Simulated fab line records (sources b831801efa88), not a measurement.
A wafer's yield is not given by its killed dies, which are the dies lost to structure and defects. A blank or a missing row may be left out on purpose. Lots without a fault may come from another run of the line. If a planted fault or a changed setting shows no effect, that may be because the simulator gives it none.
Chamber matching | flow sky130 | 4 sister chambers for SKY_VIA4_CMP_21 on cmp-02
The step polishes, stops on SiO2, t overpolish 25 s, target thk 0 nm. 18 wafers are shown with their chamber, then 9 later ones without.

== WAFERS PAIRED WITH THEIR CHAMBERS ==
wafer  | chamber | motorCurrentA (A) | slurryFlowMlMin | timeToEndpointS (s)
L606.1 | 0       | 10.0              | 150.0           | 127
L606.2 | 1       | 12.1              | 150.0           | 122
L606.4 | 2       | 10.8              | 149.5           | 128
L611.1 | 0       | 10.2              | 150.2           | 128
L611.3 | 2       | 10.7              | 150.0           | 129
L611.4 | 1       | 12.7              | 150.2           | 129
L614.2 | 1       | 11.9              | 149.7           | 125
L614.3 | 0       | 9.8               | 150.1           | 129
L614.6 | 3       | 10.6              | 149.2           | 130
L618.1 | 2       | 10.4              | 150.0           | 124
L618.2 | 3       | 10.1              | 148.7           | 127
L618.6 | 2       | 10.6              | 150.1           | 126
L622.2 | 1       | 12.0              | 150.0           | 119
L622.4 | 3       | 10.6              | 150.6           | 127
L622.5 | 1       | 12.4              | 149.6           | 123
L624.1 | 2       | 10.9              | 149.7           | 121
L624.2 | 1       | 12.0              | 150.1           | 122
L624.6 | 0       | 10.2              | 150.3           | 122

SIGNATURES, as means of the wafers listed above
reading         | chamber 0 | chamber 1 | chamber 2 | chamber 3 | scatter within a chamber
motorCurrentA   | 10.050    | 12.183    | 10.680    | 10.433    | 0.253
slurryFlowMlMin | 150.150   | 149.933   | 149.860   | 149.500   | 0.424
timeToEndpointS | 126.50    | 123.33    | 125.60    | 128.00    | 3.09
Rule: distance of a wafer from a chamber = root of the sum over the readings of ((wafer's reading minus chamber's mean) / reading's scatter) squared. The wafer belongs to the nearest chamber; if the next one is less than 2 further off, it can't be placed. How the scatter is found: for the shown wafers, subtract from each reading the mean of its chamber, square and add these, divide the total by (wafers less chambers), then take the root.

== WAFERS WITHOUT THEIR CHAMBER ==
wafer  | motorCurrentA (A) | slurryFlowMlMin | timeToEndpointS (s)
L625.1 | 12.8              | 150.3           | 126
L625.2 | 9.8               | 150.0           | 127
L625.3 | 11.1              | 150.0           | 122
L626.2 | 10.5              | 150.7           | 120
L626.4 | 10.6              | 149.7           | 119
L626.6 | 13.1              | 149.2           | 120
L628.1 | 10.7              | 149.4           | 122
L628.2 | 11.7              | 148.4           | 126
L628.5 | 10.2              | 150.9           | 122

== THE CHAMBER EACH PASSED THROUGH ==
wafer  | from the rows above          | in truth
L625.1 | 1                            | 1
L625.2 | can't be placed: 0 or 3      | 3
L625.3 | can't be placed: 2 or 3      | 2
L626.2 | can't be placed: 2 or 0 or 3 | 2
L626.4 | can't be placed: 2 or 3 or 0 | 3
L626.6 | 1                            | 1
L628.1 | can't be placed: 2 or 3 or 0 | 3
L628.2 | can't be placed: 1 or 2 or 3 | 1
L628.5 | can't be placed: 0 or 2 or 3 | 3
Placed correctly: 2 of 9. These rows do not allow placing 7 (true chamber among the candidates in 7). 0 placed wrongly.
